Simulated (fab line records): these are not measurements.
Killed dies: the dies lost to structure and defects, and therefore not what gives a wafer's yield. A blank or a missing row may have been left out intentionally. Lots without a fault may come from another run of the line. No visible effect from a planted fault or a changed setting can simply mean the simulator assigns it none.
fab line records	flow sky130
record: lots: 12	wafers: 36	lastDay: 50
route steps=708 shown NWELL@78 VT_ADJUST_NCORE@128 VT_ADJUST_HVTR@138 PAD_OPEN@708
lots with no fault: from the same line, run without faults
startH: hours from the record's first day to the start of the lot's first wafer shown	waitH: hours since the lot's step before	" as in the row above	L1.1+2: a single row standing in for several wafers	- no value, or no start given	* or withheld: withheld	< > ~ a bound
route shown NAME@n: NAME is a module with steps in the file, n the number in the route of the first one	usual: mean/standard deviation taken from wafers without a fault	same: alike in all rows	chamber/n: place in a boat	sites: the reading at each site	_std_site: their standard deviation	_edge_site: mean of outer sites minus mean of inner sites	radiusMm: for every site, how far away it sits from the centre of the wafer	mask NAME#n: copy n	behind: the last tool/chamber to shape the wafer	hold: cause of the lot's hold/its duration in hours/its outcome	device: transistor that didn't switch, given as n, p or np	end of line: the same wafers' tests at the end of the route	a step given without rows: its recipe and nothing more	killed: the dies lost at the first sort to structure and to defects; this is not the yield of the wafer	map: shows each die of a wafer: x if killed, . if not, _ if none is there
set.NAME: the run value of the setting; set.NAME@STEP: its run value at that earlier step	model.NAME: the simulator's own value behind a step, which no gauge read
one table for each step of the route and one row for each wafer, over a sample of lots
services: a tool's chamber out of use, with start hour (startH, from the record's first day; less than 0 if before it), hours out, and reason
== steps ==
step: SKY_NWELL_STRIP_25
recipe: chemistry: O2/N2	powerW: 1400	pressureMtorr: 1500	platenTempC: withheld	o2FlowSccm: 3000	n2FlowSccm: 300	overashFraction: 0.5
usual: drypumpMotorCurrentA: 5.5/0.32	oesProductAu: 0.723/0.0046	stripTimeToEndpointS: 36.96/0.089
lot.wafer	tool	chamber	startH	waitH	drypumpMotorCurrentA	oesProductAu	rfHoursCounterH	stripTimeToEndpointS
L143.1	plasmaAsher-04	0	103.45	0.1	5.4	0.721	31	37.07
L143.2	"	1	"	"	4.9	0.720	31	36.94
L143.5	"	0	"	"	5.4	0.719	-	37.00
L144.2	plasmaAsher-04	1	111.53	0.1	4.9	0.724	32	37.06
L144.3	"	0	"	"	5.4	0.712	-	36.98
L144.5	"	0	"	"	5.4	0.715	-	36.94
L146.1	plasmaAsher-02	0	124.30	0.1	5.6	0.715	1	36.87
L146.2	"	1	"	"	5.6	0.720	1	36.76
L146.3	"	1	"	"	5.6	0.723	-	36.95
L147.2	plasmaAsher-04	1	126.88	0.1	4.9	0.726	33	36.94
L147.4	"	1	"	"	4.9	0.722	-	36.78
L147.6	"	0	"	"	5.4	0.724	-	36.91
L148.2	plasmaAsher-01	0	130.00	0.1	6.0	0.725	45	36.88
L148.4	"	1	"	"	5.4	0.727	-	36.91
L148.5	"	1	"	"	5.4	0.724	-	36.88
L149.2	plasmaAsher-02	0	138.62	0.1	5.7	0.718	2	37.06
L149.3	"	0	"	"	5.6	0.713	-	36.96
L149.4	"	1	"	"	5.6	0.726	-	36.82
L151.1	plasmaAsher-04	1	150.67	0.1	4.9	0.720	36	37.12
L151.2	"	0	"	"	5.4	0.726	36	37.07
L151.5	"	1	"	"	4.9	0.726	-	37.01
L153.1	plasmaAsher-02	0	164.02	0.1	5.7	0.723	4	36.95
L153.3	"	1	"	"	5.6	0.718	-	37.01
L153.5	"	1	"	"	5.6	0.715	-	36.93
L162.2	plasmaAsher-02	0	214.28	0.1	5.6	0.718	10	36.82
L162.3	"	1	"	"	5.6	0.719	-	36.86
L162.4	"	0	"	"	5.7	0.720	-	36.86
L163.2	plasmaAsher-04	1	221.92	0.1	4.9	0.726	42	36.83
L163.3	"	0	"	"	5.4	0.730	-	36.88
L163.5	"	0	"	"	5.4	0.725	-	36.85
L164.1	plasmaAsher-04	1	235.98	0.1	4.9	0.724	44	36.99
L164.2	"	0	"	"	5.4	0.719	44	37.12
L164.4	"	0	"	"	5.4	0.717	-	37.04
L166.1	plasmaAsher-02	1	246.83	0.1	5.6	0.724	13	37.08
L166.4	"	0	"	"	5.7	0.717	-	37.03
L166.6	"	0	"	"	5.7	0.725	-	37.02
step: SKY_NWELL_RTA_28
recipe: tempC: 1050	timeS: 30	idleTempC: 650	rampUpCPerS: 150	rampDownCPerS: 90	ambient: N2
usual: lampPowerPct: 25.31/0.05	rampDownCPerS: 90.000/0.017	wafer_temp_C_max: 1054.8/0.95
lot.wafer	tool	chamber	startH	waitH	lampPowerPct	rampDownCPerS	wafer_temp_C_max
L143.1	rtpAnneal-01	0	103.67	0.0	25.30	89.994	1054.7
L143.2	"	0	"	"	25.31	90.020	1053.8
L143.5	"	0	"	"	25.17	89.979	1054.4
L144.2	rtpAnneal-02	0	111.76	0.0	25.32	90.038	1053.6
L144.3	"	0	"	"	25.31	90.022	1054.9
L144.5	"	0	"	"	25.27	90.008	1054.4
L146.1	rtpAnneal-02	0	124.52	0.0	25.27	89.980	1055.6
L146.2	"	0	"	"	25.36	90.027	1054.5
L146.3	"	0	"	"	25.30	89.991	1053.7
L147.2	rtpAnneal-01	0	127.11	0.0	25.25	90.003	1054.2
L147.4	"	0	"	"	25.29	90.007	1054.6
L147.6	"	0	"	"	25.34	89.996	1055.8
L148.2	rtpAnneal-02	0	130.23	0.0	25.32	90.012	1057.4
L148.4	"	0	"	"	25.38	90.027	1053.3
L148.5	"	0	"	"	25.30	90.011	1054.1
L149.2	rtpAnneal-01	0	138.85	0.0	25.22	90.005	1054.6
L149.3	"	0	"	"	25.33	90.007	1056.5
L149.4	"	0	"	"	25.35	90.010	1054.4
L151.1	rtpAnneal-02	0	150.88	0.0	25.35	90.030	1053.5
L151.2	"	0	"	"	25.32	90.005	1054.3
L151.5	"	0	"	"	25.30	89.999	1055.3
L153.1	rtpAnneal-02	0	164.23	0.0	25.33	89.978	1057.0
L153.3	"	0	"	"	25.36	90.013	1055.3
L153.5	"	0	"	"	25.30	89.979	1054.0
L162.2	rtpAnneal-02	0	214.51	0.0	25.29	89.992	1056.2
L162.3	"	0	"	"	25.30	89.988	1053.8
L162.4	"	0	"	"	25.22	90.018	1054.3
L163.2	rtpAnneal-02	0	222.14	0.0	25.30	90.023	1054.2
L163.3	"	0	"	"	25.31	90.004	1055.0
L163.5	"	0	"	"	25.32	89.999	1054.6
L164.1	rtpAnneal-02	0	236.19	0.0	25.35	89.997	1054.2
L164.2	"	0	"	"	25.30	90.000	1054.4
L164.4	"	0	"	"	25.36	89.982	1053.6
L166.1	rtpAnneal-01	0	247.04	0.0	25.35	90.020	1054.5
L166.4	"	0	"	"	25.30	90.009	1054.7
L166.6	"	0	"	"	25.35	89.997	1055.1
step: SKY_VT_ADJUST_NCORE_IMPLANT_09
recipe: species: B	energyKev: 10	doseCm2: 2.4e+12	tiltDeg: withheld
usual: doseIonsCm2: 2.4006e+12/2.6e+09	faradayCurrentUA: 13.54/0.25
lot.wafer	tool	chamber	startH	waitH	doseIonsCm2	faradayCurrentUA
L143.1	implanter-04	0	180.04	0.0	2.3967e+12	14.00
L143.2	"	0	"	"	2.3969e+12	13.53
L143.5	"	0	"	"	2.4033e+12	13.72
L144.2	implanter-02	0	188.25	0.0	2.4002e+12	13.63
L144.3	"	0	"	"	2.4011e+12	13.20
L144.5	"	0	"	"	2.3962e+12	13.67
L146.1	implanter-02	0	203.22	0.0	2.4011e+12	13.39
L146.2	"	0	"	"	2.4038e+12	13.15
L146.3	"	0	"	"	2.398e+12	13.15
L147.2	implanter-02	0	206.07	0.0	2.401e+12	13.22
L147.4	"	0	"	"	2.4008e+12	13.36
L147.6	"	0	"	"	2.4017e+12	13.33
L148.2	implanter-01	0	210.16	0.0	2.4017e+12	13.85
L148.4	"	0	"	"	2.3985e+12	13.25
L148.5	"	0	"	"	2.4035e+12	13.53
L149.2	implanter-01	0	220.15	0.0	2.4053e+12	13.48
L149.3	"	0	"	"	2.4029e+12	13.09
L149.4	"	0	"	"	2.4008e+12	13.27
L151.1	implanter-01	0	231.34	0.0	2.5919e+12	14.58
L151.2	"	0	"	"	2.5915e+12	15.04
L151.5	"	0	"	"	2.5918e+12	14.52
L153.1	implanter-01	0	247.99	0.0	2.5912e+12	14.59
L153.3	"	0	"	"	2.5938e+12	14.65
L153.5	"	0	"	"	2.592e+12	14.56
L162.2	implanter-04	0	311.16	0.0	2.3983e+12	13.59
L162.3	"	0	"	"	2.4018e+12	13.81
L162.4	"	0	"	"	2.4007e+12	13.59
L163.2	implanter-04	0	316.45	0.0	2.3977e+12	13.79
L163.3	"	0	"	"	2.3994e+12	13.12
L163.5	"	0	"	"	2.3993e+12	13.48
L164.1	implanter-04	0	336.37	0.0	2.3969e+12	13.18
L164.2	"	0	"	"	2.3977e+12	13.59
L164.4	"	0	"	"	2.3939e+12	13.04
L166.1	implanter-01	0	348.02	0.0	2.3985e+12	13.32
L166.4	"	0	"	"	2.3984e+12	13.23
L166.6	"	0	"	"	2.4005e+12	13.60
step: SKY_VT_ADJUST_NCORE_TW_MEAS_11
usual: VT_ADJUST_NCORE_TW: 219.2/2
lot.wafer	tool	chamber	startH	waitH	VT_ADJUST_NCORE_TW
L143.1	filmMetro-04	-	180.29	0.1	221.0
L143.2	"	-	"	"	220.7
L143.5	"	-	"	"	221.2
L144.2	filmMetro-04	-	188.48	0.1	219.8
L144.3	"	-	"	"	220.3
L144.5	"	-	"	"	220.6
L146.1	filmMetro-04	-	203.47	0.1	222.0
L146.2	"	-	"	"	222.7
L146.3	"	-	"	"	222.5
L147.2	filmMetro-02	-	206.30	0.1	216.6
L147.4	"	-	"	"	218.1
L147.6	"	-	"	"	216.2
L148.2	filmMetro-03	-	210.40	0.1	220.4
L148.4	"	-	"	"	219.5
L148.5	"	-	"	"	219.2
L149.2	filmMetro-02	-	220.38	0.1	216.5
L149.3	"	-	"	"	215.2
L149.4	"	-	"	"	215.7
L151.1	filmMetro-03	-	231.61	0.1	222.9
L151.2	"	-	"	"	223.2
L151.5	"	-	"	"	223.6
L153.1	filmMetro-04	-	248.24	0.1	226.5
L153.3	"	-	"	"	226.2
L153.5	"	-	"	"	224.5
L162.2	filmMetro-02	-	311.40	0.1	215.6
L162.3	"	-	"	"	214.8
L162.4	"	-	"	"	216.1
L163.2	filmMetro-03	-	316.68	0.1	221.9
L163.3	"	-	"	"	222.2
L163.5	"	-	"	"	221.3
L164.1	filmMetro-03	-	336.62	0.1	219.0
L164.2	"	-	"	"	218.8
L164.4	"	-	"	"	219.1
L166.1	filmMetro-04	-	348.27	0.1	222.0
L166.4	"	-	"	"	221.1
L166.6	"	-	"	"	222.9
step: SKY_VT_ADJUST_HVTR_CD_MEAS_07
recipe: targetCdNm: 380
usual: cdNm: 381/3.1
lot.wafer	tool	chamber	startH	waitH	cdNm
L143.1	cdSem-01	-	199.83	0.1	380
L143.2	"	-	"	"	378
L143.5	"	-	"	"	378
L144.2	cdSem-01	-	209.01	0.1	384
L144.3	"	-	"	"	384
L144.5	"	-	"	"	382
L146.1	cdSem-01	-	225.62	0.1	376
L146.2	"	-	"	"	376
L146.3	"	-	"	"	379
L147.2	cdSem-01	-	228.30	0.1	376
L147.4	"	-	"	"	377
L147.6	"	-	"	"	378
L148.2	cdSem-01	-	232.44	0.1	384
L148.4	"	-	"	"	383
L148.5	"	-	"	"	384
L149.2	cdSem-01	-	241.91	0.1	376
L149.3	"	-	"	"	376
L149.4	"	-	"	"	377
L151.1	cdSem-02	-	254.23	0.1	380
L151.2	"	-	"	"	382
L151.5	"	-	"	"	380
L153.1	cdSem-02	-	271.87	0.1	384
L153.3	"	-	"	"	383
L153.5	"	-	"	"	385
L162.2	cdSem-02	-	337.65	0.1	382
L162.3	"	-	"	"	381
L162.4	"	-	"	"	384
L163.2	cdSem-01	-	343.09	0.1	382
L163.3	"	-	"	"	387
L163.5	"	-	"	"	385
L164.1	cdSem-01	-	364.33	0.1	387
L164.2	"	-	"	"	383
L164.4	"	-	"	"	386
L166.1	cdSem-02	-	375.89	0.1	383
L166.4	"	-	"	"	381
L166.6	"	-	"	"	385
step: SKY_PAD_OPEN_PROBE_99
usual: killed_at_M0_to_M3: 44/7.2	killed_at_M4_up: 3.0/1.9	killedAtContacts: 25/4.8	killedAtFrontEnd: 16/4.2	killedAtOther: 0.2/0.44	killedDies: 88/9.3	killedOpen: 48/7.1	killedShort: 40/6.5
same: grossDies: 492	killedAtBackSide: 0
lot.wafer	tool	chamber	startH	waitH	killed_at_M0_to_M3	killed_at_M4_up	killedAtContacts	killedAtFrontEnd	killedAtOther	killedDies	killedOpen	killedShort
L143.1	prober-02	-	1064.10	0.1	57	3	22	11	0	93	43	50
L143.2	prober-02	-	1064.15	0.1	42	2	32	12	0	88	53	35
L143.5	prober-02	-	1064.30	0.2	50	3	19	12	0	84	46	38
L144.2	prober-01	-	1076.16	0.1	51	1	19	10	0	81	45	36
L144.3	prober-01	-	1076.21	0.2	55	1	25	13	0	94	47	47
L144.5	prober-01	-	1076.31	0.2	46	3	21	16	0	86	41	45
L146.1	prober-01	-	1086.66	0.1	29	6	28	21	1	85	44	41
L146.2	prober-01	-	1086.71	0.1	44	3	29	19	0	95	56	39
L146.3	prober-01	-	1086.76	0.2	41	4	21	14	1	81	42	39
L148.2	prober-02	-	1098.46	0.1	62	5	20	13	0	100	57	43
L148.4	prober-02	-	1098.56	0.2	39	5	26	15	0	85	46	39
L148.5	prober-02	-	1098.61	0.2	46	0	25	15	0	86	52	34
L147.2	prober-01	-	1099.96	0.1	40	1	25	16	0	82	52	30
L147.4	prober-01	-	1100.06	0.2	47	3	28	13	0	91	51	40
L147.6	prober-01	-	1100.16	0.2	45	4	23	18	0	90	53	37
L149.2	prober-02	-	1107.23	0.1	38	3	26	28	0	95	51	44
L149.3	prober-02	-	1107.28	0.2	54	4	27	16	0	101	43	58
L149.4	prober-02	-	1107.33	0.2	44	2	21	15	0	82	47	35
L151.1	prober-02	-	1118.71	0.1	36	1	28	17	0	82	45	37
L151.2	prober-02	-	1118.76	0.1	48	6	33	18	0	105	59	46
L151.5	prober-02	-	1118.91	0.2	33	4	21	17	0	75	42	33
L153.1	prober-02	-	1133.49	0.1	41	6	32	6	1	86	47	39
L153.3	prober-02	-	1133.59	0.2	43	2	22	9	0	76	35	41
L153.5	prober-02	-	1133.69	0.2	45	2	35	13	0	95	57	38
L162.2	prober-01	-	1173.14	0.1	54	6	18	20	1	99	58	41
L162.3	prober-01	-	1173.19	0.2	34	1	27	22	0	84	39	45
L162.4	prober-01	-	1173.24	0.2	45	3	27	22	0	97	52	45
L163.2	prober-02	-	1181.60	0.1	55	6	23	14	1	99	61	38
L163.3	prober-02	-	1181.65	0.2	47	5	23	19	0	94	52	42
L163.5	prober-02	-	1181.75	0.2	48	6	26	7	0	87	49	38
L164.1	prober-02	-	1191.75	0.1	32	0	33	15	0	80	49	31
L164.2	prober-02	-	1191.80	0.1	58	3	28	26	0	115	66	49
L164.4	prober-02	-	1191.90	0.2	35	3	31	20	0	89	48	41
L166.1	prober-01	-	1196.50	0.1	52	0	20	17	0	89	43	46
L166.4	prober-01	-	1196.65	0.2	50	8	19	10	0	87	46	41
L166.6	prober-01	-	1196.75	0.2	39	1	18	16	0	74	45	29
killed by level:class
L143.1 METAL2:geometricParticle:short=10 VIA1:geometricParticle:short=9 VIA1:geometricParticle:open=9 CONTACT:geometricParticle:open=6 CONTACT:geometricParticle:short=6 VIA2:geometricParticle:open=6 VIA3:geometricParticle:open=6 METAL1:geometricParticle:short=6
L143.2 CONTACT:geometricParticle:open=12 VIA1:geometricParticle:open=10 LI_CONTACT:geometricParticle:open=8 METAL2:geometricParticle:short=8 VIA3:geometricParticle:short=6 VIA3:geometricParticle:open=6 POLY_GATE:geometricParticle:open=5 LI_CONTACT:geometricParticle:short=5
L143.5 VIA1:geometricParticle:open=12 CONTACT:geometricParticle:open=10 VIA3:geometricParticle:open=9 VIA1:geometricParticle:short=7 METAL2:geometricParticle:short=6 LI_CONTACT:geometricParticle:open=5 SPACER:geometricParticle:short=4 METAL1:geometricParticle:short=4
L144.2 VIA1:geometricParticle:open=14 VIA3:geometricParticle:open=7 METAL1:geometricParticle:short=7 VIA1:geometricParticle:short=7 VIA2:geometricParticle:open=6 CONTACT:geometricParticle:open=6 LI_CONTACT:geometricParticle:open=5 CONTACT:geometricParticle:short=5
L144.3 VIA1:geometricParticle:open=15 VIA1:geometricParticle:short=10 CONTACT:geometricParticle:open=9 METAL1:geometricParticle:short=8 VIA3:geometricParticle:open=8 FIELD_ISO:geometricParticle:short=5 LI_CONTACT:geometricParticle:open=4 LI_CONTACT:geometricParticle:short=4
L144.5 VIA1:geometricParticle:open=15 CONTACT:geometricParticle:open=6 METAL2:geometricParticle:short=6 POLY_GATE:geometricParticle:short=5 LI_CONTACT:geometricParticle:open=5 METAL1:geometricParticle:short=5 CONTACT:geometricParticle:short=4 VIA1:geometricParticle:short=4
L146.1 LI_CONTACT:geometricParticle:open=12 CONTACT:geometricParticle:open=9 FIELD_ISO:geometricParticle:open=8 POLY_GATE:geometricParticle:short=7 VIA2:geometricParticle:short=6 METAL2:geometricParticle:short=5 METAL4:geometricParticle:short=5 POLY_GATE:geometricParticle:open=3
L146.2 CONTACT:geometricParticle:open=9 VIA2:geometricParticle:open=9 VIA3:geometricParticle:open=9 POLY_GATE:geometricParticle:open=7 FIELD_ISO:geometricParticle:open=6 LI_CONTACT:geometricParticle:open=6 CONTACT:geometricParticle:short=5 METAL2:geometricParticle:short=5
L146.3 CONTACT:geometricParticle:open=9 VIA1:geometricParticle:open=9 VIA1:geometricParticle:short=8 FIELD_ISO:geometricParticle:short=7 CONTACT:geometricParticle:short=7 VIA3:geometricParticle:open=7 VIA2:geometricParticle:open=5 LI_CONTACT:geometricParticle:open=4
L148.2 VIA1:geometricParticle:open=18 LI_CONTACT:geometricParticle:open=8 METAL1:geometricParticle:short=7 VIA1:geometricParticle:short=7 VIA2:geometricParticle:open=7 METAL2:geometricParticle:short=6 CONTACT:geometricParticle:open=6 VIA3:geometricParticle:open=5
L148.4 VIA1:geometricParticle:open=14 LI_CONTACT:geometricParticle:short=6 LI_CONTACT:geometricParticle:open=6 CONTACT:geometricParticle:open=6 VIA2:geometricParticle:open=6 FIELD_ISO:geometricParticle:short=5 VIA3:geometricParticle:open=5 FIELD_ISO:geometricParticle:open=4
L148.5 CONTACT:geometricParticle:open=14 VIA3:geometricParticle:open=10 VIA1:geometricParticle:open=8 VIA1:geometricParticle:short=5 METAL2:geometricParticle:short=5 METAL1:geometricParticle:short=4 POLY_GATE:geometricParticle:short=3 LI_CONTACT:geometricParticle:open=3
L147.2 VIA1:geometricParticle:open=12 CONTACT:geometricParticle:open=11 POLY_GATE:geometricParticle:open=8 LI_CONTACT:geometricParticle:open=6 VIA3:geometricParticle:open=6 METAL1:geometricParticle:short=6 LI_CONTACT:geometricParticle:short=3 METAL2:geometricParticle:short=3
L147.4 CONTACT:geometricParticle:open=11 VIA1:geometricParticle:open=8 LI_CONTACT:geometricParticle:open=7 VIA2:geometricParticle:short=6 METAL2:geometricParticle:short=6 VIA3:geometricParticle:open=6 VIA2:geometricParticle:open=5 POLY_GATE:geometricParticle:short=4
L147.6 VIA2:geometricParticle:open=14 VIA1:geometricParticle:open=8 CONTACT:geometricParticle:open=8 LI_CONTACT:geometricParticle:open=6 VIA3:geometricParticle:short=5 FIELD_ISO:geometricParticle:open=4 POLY_GATE:geometricParticle:open=4 VIA2:geometricParticle:short=4
L149.2 CONTACT:geometricParticle:open=11 VIA1:geometricParticle:open=9 LI_CONTACT:geometricParticle:open=7 POLY_GATE:geometricParticle:short=6 METAL2:geometricParticle:short=6 POLY_GATE:geometricParticle:open=5 FIELD_ISO:geometricParticle:short=4 METAL1:geometricParticle:short=4
L149.3 LI_CONTACT:geometricParticle:open=9 VIA2:geometricParticle:short=9 VIA1:geometricParticle:open=8 VIA2:geometricParticle:open=8 METAL1:geometricParticle:short=7 CONTACT:geometricParticle:open=7 LOCAL_INTERCONNECT:geometricParticle:short=5 VIA1:geometricParticle:short=5
L149.4 VIA3:geometricParticle:open=7 VIA2:geometricParticle:open=7 CONTACT:geometricParticle:open=7 VIA1:geometricParticle:short=7 FIELD_ISO:geometricParticle:open=6 LI_CONTACT:geometricParticle:open=6 VIA1:geometricParticle:open=6 LOCAL_INTERCONNECT:geometricParticle:short=5
L151.1 LI_CONTACT:geometricParticle:open=10 VIA1:geometricParticle:short=8 VIA2:geometricParticle:open=8 CONTACT:geometricParticle:short=7 POLY_GATE:geometricParticle:short=6 VIA1:geometricParticle:open=6 CONTACT:geometricParticle:open=5 FIELD_ISO:geometricParticle:open=4
L151.2 CONTACT:geometricParticle:open=13 LI_CONTACT:geometricParticle:open=11 METAL1:geometricParticle:short=11 VIA3:geometricParticle:open=8 FIELD_ISO:geometricParticle:open=6 VIA2:geometricParticle:open=6 METAL2:geometricParticle:short=6 CONTACT:geometricParticle:short=5
L151.5 CONTACT:geometricParticle:open=11 VIA2:geometricParticle:open=6 POLY_GATE:geometricParticle:short=6 VIA1:geometricParticle:open=6 FIELD_ISO:geometricParticle:short=5 METAL1:geometricParticle:short=5 METAL2:geometricParticle:short=5 VIA3:geometricParticle:open=5
L153.1 CONTACT:geometricParticle:open=11 CONTACT:geometricParticle:short=9 VIA1:geometricParticle:open=8 VIA3:geometricParticle:open=8 VIA2:geometricParticle:open=7 LI_CONTACT:geometricParticle:open=6 LOCAL_INTERCONNECT:geometricParticle:short=4 METAL1:geometricParticle:short=4
L153.3 CONTACT:geometricParticle:open=9 VIA1:geometricParticle:open=9 METAL1:geometricParticle:short=7 LOCAL_INTERCONNECT:geometricParticle:short=5 VIA3:geometricParticle:short=4 VIA1:geometricParticle:short=4 METAL2:geometricParticle:short=4 VIA2:geometricParticle:open=4
L153.5 LI_CONTACT:geometricParticle:open=11 VIA3:geometricParticle:open=9 CONTACT:geometricParticle:open=9 VIA1:geometricParticle:open=9 LI_CONTACT:geometricParticle:short=6 METAL1:geometricParticle:short=6 METAL2:geometricParticle:short=6 VIA2:geometricParticle:open=6
L162.2 VIA1:geometricParticle:open=12 VIA2:geometricParticle:open=11 CONTACT:geometricParticle:open=10 FIELD_ISO:geometricParticle:open=9 METAL2:geometricParticle:short=7 FIELD_ISO:geometricParticle:short=6 METAL1:geometricParticle:short=6 VIA3:geometricParticle:open=5
L162.3 CONTACT:geometricParticle:open=10 CONTACT:geometricParticle:short=7 POLY_GATE:geometricParticle:open=6 LI_CONTACT:geometricParticle:open=6 METAL2:geometricParticle:short=6 FIELD_ISO:geometricParticle:short=5 METAL1:geometricParticle:short=5 VIA1:geometricParticle:short=4
L162.4 VIA1:geometricParticle:open=11 FIELD_ISO:geometricParticle:open=10 CONTACT:geometricParticle:open=8 FIELD_ISO:geometricParticle:short=7 METAL2:geometricParticle:short=7 LI_CONTACT:geometricParticle:open=6 LOCAL_INTERCONNECT:geometricParticle:short=6 VIA1:geometricParticle:short=6
L163.2 VIA1:geometricParticle:open=14 CONTACT:geometricParticle:open=12 VIA3:geometricParticle:open=11 METAL2:geometricParticle:short=8 METAL1:geometricParticle:short=6 FIELD_ISO:geometricParticle:open=5 VIA2:geometricParticle:open=5 CONTACT:geometricParticle:short=4
L163.3 VIA1:geometricParticle:open=12 CONTACT:geometricParticle:open=10 FIELD_ISO:geometricParticle:open=8 VIA2:geometricParticle:open=6 METAL1:geometricParticle:short=6 VIA3:geometricParticle:open=5 CONTACT:geometricParticle:short=5 METAL4:geometricParticle:short=5
L163.5 VIA2:geometricParticle:open=12 VIA1:geometricParticle:open=8 LI_CONTACT:geometricParticle:open=7 METAL1:geometricParticle:short=7 CONTACT:geometricParticle:open=7 LOCAL_INTERCONNECT:geometricParticle:short=6 VIA1:geometricParticle:short=5 CONTACT:geometricParticle:short=4
L164.1 LI_CONTACT:geometricParticle:open=12 CONTACT:geometricParticle:open=12 VIA1:geometricParticle:open=9 METAL2:geometricParticle:short=6 POLY_GATE:geometricParticle:open=4 POLY_GATE:geometricParticle:short=4 LOCAL_INTERCONNECT:geometricParticle:short=4 VIA1:geometricParticle:short=4
L164.2 VIA1:geometricParticle:open=14 LI_CONTACT:geometricParticle:open=10 VIA3:geometricParticle:open=9 METAL1:geometricParticle:short=9 CONTACT:geometricParticle:open=7 VIA2:geometricParticle:open=7 FIELD_ISO:geometricParticle:open=6 FIELD_ISO:geometricParticle:short=5
L164.4 LI_CONTACT:geometricParticle:open=11 METAL2:geometricParticle:short=9 VIA2:geometricParticle:open=7 VIA3:geometricParticle:open=7 FIELD_ISO:geometricParticle:open=6 CONTACT:geometricParticle:short=6 CONTACT:geometricParticle:open=6 LI_CONTACT:geometricParticle:short=5
L166.1 VIA2:geometricParticle:open=10 METAL1:geometricParticle:short=8 METAL2:geometricParticle:short=8 FIELD_ISO:geometricParticle:open=7 CONTACT:geometricParticle:open=7 VIA2:geometricParticle:short=7 LI_CONTACT:geometricParticle:open=6 VIA1:geometricParticle:open=6
L166.4 LI_CONTACT:geometricParticle:open=12 VIA1:geometricParticle:open=9 METAL4:geometricParticle:short=8 METAL1:geometricParticle:short=8 METAL2:geometricParticle:short=7 VIA2:geometricParticle:open=7 VIA3:geometricParticle:open=7 FIELD_ISO:geometricParticle:short=3
L166.6 CONTACT:geometricParticle:open=8 FIELD_ISO:geometricParticle:short=7 LI_CONTACT:geometricParticle:open=7 VIA1:geometricParticle:open=7 VIA2:geometricParticle:open=7 FIELD_ISO:geometricParticle:open=5 METAL1:geometricParticle:short=5 VIA3:geometricParticle:open=5
== services ==
tool	chamber	startH	hours	kind
rtpAnneal-02	-	91.69	5.9	pm
implanter-04	-	98.29	0.7	repair
plasmaAsher-01	-	105.20	1.6	repair
plasmaAsher-02	-	108.75	9.0	pm
plasmaAsher-02	0	108.75	9.0	ventCycle
plasmaAsher-02	1	108.75	9.0	ventCycle
plasmaAsher-02	0	117.75	-	clean
implanter-04	-	160.16	2.0	repair
plasmaAsher-04	-	163.93	0.7	repair
implanter-04	-	185.53	2.8	pm
implanter-01	-	190.04	9.4	repair
rtpAnneal-01	-	203.23	0.8	pm
implanter-04	-	222.41	1.9	repair
rtpAnneal-01	-	223.60	5.6	pm
implanter-04	-	250.68	0.5	repair
plasmaAsher-04	-	263.05	0.7	repair
plasmaAsher-01	-	268.44	2.8	pm
implanter-01	-	278.97	2.2	repair
implanter-04	-	280.62	6.1	repair
plasmaAsher-01	-	298.93	6.8	repair
implanter-04	-	302.75	0.8	repair
implanter-02	-	306.02	2.3	pm
implanter-04	-	326.58	2.3	repair
implanter-02	-	336.41	11.8	pm
== key ==
firstSign: step: SKY_VT_ADJUST_NCORE_IMPLANT_09	reading: doseIonsCm2	direction: up	sigmas: 74	usual: *	struck: *
effect: step: SKY_VT_ADJUST_NCORE_IMPLANT_09	reading: faradayCurrentUA	direction: up	sigmas: 4.5	usual: 13.54	struck: 14.66
effect: step: SKY_VT_ADJUST_NCORE_TW_MEAS_11	reading: VT_ADJUST_NCORE_TW	direction: up	sigmas: 2.6	usual: 219.2	struck: 224.5
metAt SKY_VT_ADJUST_NCORE_IMPLANT_09
struckLots L151,L153
testerLeftOut L151,L153
notActingAt SKY_NWELL_STRIP_25,SKY_NWELL_RTA_28,SKY_VT_ADJUST_HVTR_CD_MEAS_07
onsetBetween 220.15 231.34
fault: kind: processParameterDrift	tool: implanter-01	chamber: -	onsetH: 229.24	steps: SKY_VT_ADJUST_NCORE_IMPLANT_09	channel: doseCm2	offset: *	shape: step	endH: 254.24	actsIn: *	stated: *
testerLeftOut: of these lots the tester's yield and bins aren't shown, on N5 and GAA mostly nor the transistor test; their killed dies are dies lost to structure and defects alone, not to doping, threshold or leakage, so they don't give the yield
